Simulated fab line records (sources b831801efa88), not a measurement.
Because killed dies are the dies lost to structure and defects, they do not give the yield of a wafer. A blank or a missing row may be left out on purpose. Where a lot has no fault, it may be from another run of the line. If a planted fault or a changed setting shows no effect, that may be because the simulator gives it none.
Split-lot study / flow sky130 / 5 lots, 23 wafers read, on a route of 708 steps

## SPLIT DETAILS
At SKY_SPACER_CVD_00 (deposits Si3N4 from DCS/NH3, target thk 43.1 nm, time 740 s), the setting pressure-mtorr was moved away from the recipe's 250 mTorr on 15 of the 23 wafers read, by -12.1% to +11.8%. For the rest of the wafers, this setting stayed at what the recipe calls for.

Between the split and the reading, the file records no step.

## THE READING
SPACER_CVD_00_THK in nanometres, read at SKY_SPACER_THK_MEAS_01. Typical for fault-free wafers on this fab line: 42.9 nm, with standard deviation 0.34 nm.

wafer=L075.1; tool, chamber at the split=-, -; pressure-mtorr as run, mTorr=223.6; against the recipe=-10.6%; SPACER_CVD_00_THK, nm=41.5; against lot-mates on the recipe=no lot-mate on the recipe
wafer=L075.2; tool, chamber at the split=-, -; pressure-mtorr as run, mTorr=223.6; against the recipe=-10.6%; SPACER_CVD_00_THK, nm=41.1; against lot-mates on the recipe=no lot-mate on the recipe
wafer=L075.3; tool, chamber at the split=-, -; pressure-mtorr as run, mTorr=223.6; against the recipe=-10.6%; SPACER_CVD_00_THK, nm=41.5; against lot-mates on the recipe=no lot-mate on the recipe
wafer=L075.4; tool, chamber at the split=-, -; pressure-mtorr as run, mTorr=223.6; against the recipe=-10.6%; SPACER_CVD_00_THK, nm=41.1; against lot-mates on the recipe=no lot-mate on the recipe
wafer=L075.6; tool, chamber at the split=-, -; pressure-mtorr as run, mTorr=223.6; against the recipe=-10.6%; SPACER_CVD_00_THK, nm=41.5; against lot-mates on the recipe=no lot-mate on the recipe
wafer=L078.1; tool, chamber at the split=-, -; pressure-mtorr as run, mTorr=250; against the recipe=recipe; SPACER_CVD_00_THK, nm=43.1; against lot-mates on the recipe=-
wafer=L078.2; tool, chamber at the split=-, -; pressure-mtorr as run, mTorr=250; against the recipe=recipe; SPACER_CVD_00_THK, nm=43.0; against lot-mates on the recipe=-
wafer=L078.3; tool, chamber at the split=-, -; pressure-mtorr as run, mTorr=250; against the recipe=recipe; SPACER_CVD_00_THK, nm=42.9; against lot-mates on the recipe=-
wafer=L078.4; tool, chamber at the split=-, -; pressure-mtorr as run, mTorr=250; against the recipe=recipe; SPACER_CVD_00_THK, nm=43.0; against lot-mates on the recipe=-
wafer=L078.6; tool, chamber at the split=-, -; pressure-mtorr as run, mTorr=250; against the recipe=recipe; SPACER_CVD_00_THK, nm=43.1; against lot-mates on the recipe=-
wafer=L079.2; tool, chamber at the split=-, -; pressure-mtorr as run, mTorr=219.7; against the recipe=-12.1%; SPACER_CVD_00_THK, nm=41.8; against lot-mates on the recipe=no lot-mate on the recipe
wafer=L079.3; tool, chamber at the split=-, -; pressure-mtorr as run, mTorr=219.7; against the recipe=-12.1%; SPACER_CVD_00_THK, nm=41.4; against lot-mates on the recipe=no lot-mate on the recipe
wafer=L079.4; tool, chamber at the split=-, -; pressure-mtorr as run, mTorr=219.7; against the recipe=-12.1%; SPACER_CVD_00_THK, nm=41.6; against lot-mates on the recipe=no lot-mate on the recipe
wafer=L079.5; tool, chamber at the split=-, -; pressure-mtorr as run, mTorr=219.7; against the recipe=-12.1%; SPACER_CVD_00_THK, nm=41.9; against lot-mates on the recipe=no lot-mate on the recipe
wafer=L079.6; tool, chamber at the split=-, -; pressure-mtorr as run, mTorr=219.7; against the recipe=-12.1%; SPACER_CVD_00_THK, nm=41.7; against lot-mates on the recipe=no lot-mate on the recipe
wafer=L080.1; tool, chamber at the split=lpcvd-02, 0; pressure-mtorr as run, mTorr=250; against the recipe=recipe; SPACER_CVD_00_THK, nm=42.8; against lot-mates on the recipe=-
wafer=L080.5; tool, chamber at the split=lpcvd-02, 0; pressure-mtorr as run, mTorr=250; against the recipe=recipe; SPACER_CVD_00_THK, nm=42.5; against lot-mates on the recipe=-
wafer=L080.6; tool, chamber at the split=lpcvd-02, 0; pressure-mtorr as run, mTorr=250; against the recipe=recipe; SPACER_CVD_00_THK, nm=42.7; against lot-mates on the recipe=-
wafer=L081.1; tool, chamber at the split=-, -; pressure-mtorr as run, mTorr=279.5; against the recipe=+11.8%; SPACER_CVD_00_THK, nm=44.3; against lot-mates on the recipe=no lot-mate on the recipe
wafer=L081.2; tool, chamber at the split=-, -; pressure-mtorr as run, mTorr=279.5; against the recipe=+11.8%; SPACER_CVD_00_THK, nm=44.4; against lot-mates on the recipe=no lot-mate on the recipe
wafer=L081.4; tool, chamber at the split=-, -; pressure-mtorr as run, mTorr=279.5; against the recipe=+11.8%; SPACER_CVD_00_THK, nm=44.2; against lot-mates on the recipe=no lot-mate on the recipe
wafer=L081.5; tool, chamber at the split=-, -; pressure-mtorr as run, mTorr=279.5; against the recipe=+11.8%; SPACER_CVD_00_THK, nm=44.1; against lot-mates on the recipe=no lot-mate on the recipe
wafer=L081.6; tool, chamber at the split=-, -; pressure-mtorr as run, mTorr=279.5; against the recipe=+11.8%; SPACER_CVD_00_THK, nm=43.9; against lot-mates on the recipe=no lot-mate on the recipe

THE FIT
A straight line over all 23 wafers: SPACER_CVD_00_THK changes by +0.115 nm for each +1% of pressure-mtorr; r = +0.97; the points scatter about the line by 0.27 nm.
Too few moved wafers with a lot-mate on the recipe to fit a line net of each lot's own level.

## THE WHOLE CHAIN: every reading that the file lists as answering this split, in the file's order
step=SKY_SPACER_CVD_00; what it does=deposits Si3N4 from DCS/NH3, target thk 43.1 nm, time 740 s; reading=Si3N4_of_SPACER_CVD_00.thk-nm (the simulator's own value, which no gauge read); change (the file's fit)=+0.114 nm for each +1% of the setting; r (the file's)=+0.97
step=SKY_SPACER_THK_MEAS_01; what it does=; reading=SPACER_CVD_00_THK; change (the file's fit)=+0.114 for each +1% of the setting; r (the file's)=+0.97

## THE FILE'S OWN FIT
SPACER_CVD_00_THK changes by +0.114 nm for each +1% of pressure-mtorr, r = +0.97.
